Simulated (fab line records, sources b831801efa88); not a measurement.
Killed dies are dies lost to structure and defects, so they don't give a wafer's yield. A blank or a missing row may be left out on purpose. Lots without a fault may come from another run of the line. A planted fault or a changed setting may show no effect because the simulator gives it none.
Which tool did it? | flow sky130 | 12 lots, 36 wafers sampled, at 4 steps of a route of 708

WHAT THE GAUGES READ, wafer by wafer
SKY_LDD_LDN_OVL_MEAS_07. Usual: LDD_LDN_OVL 0.2 nm, standard deviation 1.2.
lot  | measured     | on         | LDD_LDN_OVL (nm) | flag
L337 | day 23 04:28 | overlay-01 | -2.7 -3.1 -1.8   |
L338 | day 23 08:04 | overlay-01 | 1.1 0.4 0.0      |
L339 | day 23 08:27 | overlay-01 | 0.8 0.3 1.0      |
L340 | day 23 22:23 | overlay-02 | 1.5 1.8 -1.9     |
L341 | day 23 14:36 | overlay-02 | 0.4 1.1 1.9      |
L344 | day 25 03:38 | overlay-02 | 1.1 0.7 0.6      |
L347 | day 26 02:36 | overlay-01 | 1.1 0.5 1.2      |
L351 | day 27 20:04 | overlay-02 | 1.6 1.9 -0.4     |
L353 | day 28 11:46 | overlay-01 | 1.6 0.1 0.5      |
L355 | day 28 23:51 | overlay-02 | 1.3 1.8 1.8      |
L359 | day 30 08:41 | overlay-01 | 1.8 -0.6 0.5     |
L360 | day 31 02:23 | overlay-02 | 0.5 1.9 1.7      |

WHICH TOOL RAN EACH LOT (tool, then ch and the chambers of the sampled wafers, then the start)
lot  | SKY_VT_ADJUST_HVTP_STRIP_10          | SKY_SONOS_ONO_ETCH_15              | SKY_POLY_GATE_ETCH_15
L337 | plasma_asher-01 ch 0,1, day 6 09:47  | rie_diel-04 ch 0,3, day 13 01:46   | rie_diel-03 ch 0,1,2, day 16 18:29
L338 | plasma_asher-04 ch 0,1, day 6 10:46  | rie_diel-03 ch 1,3, day 13 01:53   | rie_diel-01 ch 1,2, day 16 18:31
L339 | plasma_asher-01 ch 0,1, day 6 13:35  | rie_diel-04 ch 2,3, day 13 02:04   | rie_diel-03 ch 0,2, day 16 20:20
L340 | plasma_asher-01 ch 0,1, day 6 18:26  | rie_diel-01 ch 1,3, day 13 11:22   | rie_diel-03 ch 0,1, day 17 05:52
L341 | plasma_asher-01 ch 0,1, day 7 00:01  | rie_diel-03 ch 0,1,3, day 13 10:31 | rie_diel-01 ch 0,3, day 17 03:37
L344 | plasma_asher-03 ch 0,1, day 7 21:59  | rie_diel-01 ch 0,3, day 14 17:31   | rie_diel-02 ch 0,1,3, day 18 13:59
L347 | plasma_asher-01 ch 0,1, day 8 17:41  | rie_diel-03 ch 0,1,2, day 15 20:43 | rie_diel-03 ch 1,2,3, day 19 17:44
L351 | plasma_asher-03 ch 0,1, day 9 20:17  | rie_diel-04 ch 0,1,3, day 17 07:32 | rie_diel-03 ch 1,2, day 21 12:26
L353 | plasma_asher-01 ch 0,1, day 10 10:03 | rie_diel-04 ch 0,3, day 17 21:49   | rie_diel-02 ch 0,2,3, day 22 05:04
L355 | plasma_asher-04 ch 0,1, day 10 20:44 | rie_diel-01 ch 0,2, day 18 13:19   | rie_diel-02 ch 1,3, day 22 18:05
L359 | plasma_asher-04 ch 0,1, day 11 15:17 | rie_diel-04 ch 0,2,3, day 20 03:49 | rie_diel-03 ch 0,1,2, day 24 06:37
L360 | plasma_asher-04 ch 0,1, day 12 18:47 | rie_diel-03 ch 1,2,3, day 21 02:37 | rie_diel-01 ch 0,3, day 25 02:22
- SKY_VT_ADJUST_HVTP_STRIP_10: strips in O2/N2.
- SKY_SONOS_ONO_ETCH_15: etches the open film in CHF3/O2, target depth 19.52 nm, time 7.8 s.
- SKY_POLY_GATE_ETCH_15: etches BARC in N2/H2, stops on SiO2, time 118.5 s, target depth 110 nm.

WHAT THE TOOLS THEMSELVES READ (means of the sampled wafers that have a number; where no wafer has one, the mark that the record gives instead)
SKY_VT_ADJUST_HVTP_STRIP_10. Usual: drypump_motor_current_A 5.6 A, standard deviation 0.4; oes_product_au 0.716 a.u., standard deviation 0.0043; strip_time_to_endpoint_s 14.16 s, standard deviation 0.039.
lot  | tool            | drypump_motor_current_A (A) | oes_product_au (a.u.) | strip_time_to_endpoint_s (s) | flag
L337 | plasma_asher-01 | 5.9                         | 0.716                 | 14.16                        |
L338 | plasma_asher-04 | 5.6                         | 0.717                 | 14.18                        |
L339 | plasma_asher-01 | 5.9                         | 0.719                 | 14.18                        |
L340 | plasma_asher-01 | 5.9                         | 0.714                 | 14.15                        |
L341 | plasma_asher-01 | 5.9                         | 0.717                 | 14.17                        |
L344 | plasma_asher-03 | 4.9                         | 0.713                 | 14.16                        |
L347 | plasma_asher-01 | 5.9                         | 0.716                 | 14.13                        |
L351 | plasma_asher-03 | 4.9                         | 0.712                 | 14.19                        |
L353 | plasma_asher-01 | 5.8                         | 0.715                 | 14.24                        |
L355 | plasma_asher-04 | 5.7                         | 0.715                 | 14.24                        |
L359 | plasma_asher-04 | 5.7                         | 0.717                 | 14.19                        |
L360 | plasma_asher-04 | 5.7                         | 0.712                 | 14.12                        |

SKY_SONOS_ONO_ETCH_15. Usual: O2_flow_sccm 5.003 sccm, standard deviation 0.017; bias_w 200.0 W, standard deviation 0.55; drypump_motor_current_A 5.7 A, standard deviation 0.54; oes_product_au 0.998 a.u., standard deviation 0.012; throttle_valve_pct 8.824 %, standard deviation 0.01.
lot  | tool        | O2_flow_sccm (sccm) | bias_w (W) | drypump_motor_current_A (A) | oes_product_au (a.u.) | throttle_valve_pct (%) | flag
L337 | rie_diel-04 | 4.993               | 200.5      | 5.5                         | 0.991                 | 8.827                  |
L338 | rie_diel-03 | 4.986               | 200.0      | 5.9                         | 0.995                 | 8.827                  |
L339 | rie_diel-04 | 5.013               | 200.1      | 5.9                         | 0.990                 | 8.827                  |
L340 | rie_diel-01 | 5.009               | 199.1      | 5.8                         | 1.006                 | 8.829                  |
L341 | rie_diel-03 | 5.005               | 199.9      | 5.8                         | 0.998                 | 8.825                  |
L344 | rie_diel-01 | 4.985               | 200.3      | 6.1                         | 1.004                 | 8.827                  |
L347 | rie_diel-03 | 4.993               | 200.9      | 5.8                         | 1.006                 | 8.829                  |
L351 | rie_diel-04 | 5.002               | 189.9      | 5.4                         | 0.978                 | 8.814                  | OFF
L353 | rie_diel-04 | 5.000               | 190.0      | 5.4                         | 0.981                 | 8.814                  | OFF
L355 | rie_diel-01 | 5.002               | 199.9      | 6.1                         | 1.003                 | 8.834                  |
L359 | rie_diel-04 | 5.014               | 199.3      | 5.9                         | 0.995                 | 8.816                  |
L360 | rie_diel-03 | 4.998               | 199.8      | 5.7                         | 1.002                 | 8.821                  |

SKY_POLY_GATE_ETCH_15. Usual: bias_w 99.93 W, standard deviation 0.27; drypump_motor_current_A 5.78 A, standard deviation 0.29; oes_product_au 0.715 a.u., standard deviation 0.0048; throttle_valve_pct 13.213 %, standard deviation 0.008.
lot  | tool        | bias_w (W) | drypump_motor_current_A (A) | oes_product_au (a.u.) | throttle_valve_pct (%) | flag
L337 | rie_diel-03 | 99.95      | 5.76                        | 0.718                 | 13.222                 |
L338 | rie_diel-01 | 99.70      | 5.96                        | 0.713                 | 13.205                 |
L339 | rie_diel-03 | 100.02     | 5.56                        | 0.719                 | 13.204                 |
L340 | rie_diel-03 | 99.99      | 5.98                        | 0.718                 | 13.209                 |
L341 | rie_diel-01 | 99.90      | 6.06                        | 0.717                 | 13.213                 |
L344 | rie_diel-02 | 99.91      | 5.62                        | 0.716                 | 13.214                 |
L347 | rie_diel-03 | 100.09     | 5.66                        | 0.715                 | 13.216                 |
L351 | rie_diel-03 | 100.02     | 5.82                        | 0.719                 | 13.213                 |
L353 | rie_diel-02 | 100.20     | 5.45                        | 0.709                 | 13.223                 |
L355 | rie_diel-02 | 99.83      | 5.68                        | 0.723                 | 13.215                 |
L359 | rie_diel-03 | 99.97      | 5.77                        | 0.714                 | 13.213                 |
L360 | rie_diel-01 | 100.24     | 6.16                        | 0.718                 | 13.207                 |

THE ANSWER, worked out from the rows above alone
Rule: a lot is off if the mean of its wafers that have a number lies more than 3 standard deviations from the usual mean. A lot without any number at a reading at which 4 lots or more have one is off too. The other lots that the step has rows for count as sound. The gauges are gone through in route order, then the tools' own readings, and for those a lot's mean is taken as printed above. The first step at which some lot is off is used, and at that step the reading that is off furthest; a lot without a number counts as furthest.
Off: L351, L353, at SKY_SONOS_ONO_ETCH_15 (bias_w).
A tool fits if, at that step or a process step before it, it ran every lot that is off, and no sound lot after the first of them. None of those tried fits.

WHAT THE SIMULATOR HAD PUT IN
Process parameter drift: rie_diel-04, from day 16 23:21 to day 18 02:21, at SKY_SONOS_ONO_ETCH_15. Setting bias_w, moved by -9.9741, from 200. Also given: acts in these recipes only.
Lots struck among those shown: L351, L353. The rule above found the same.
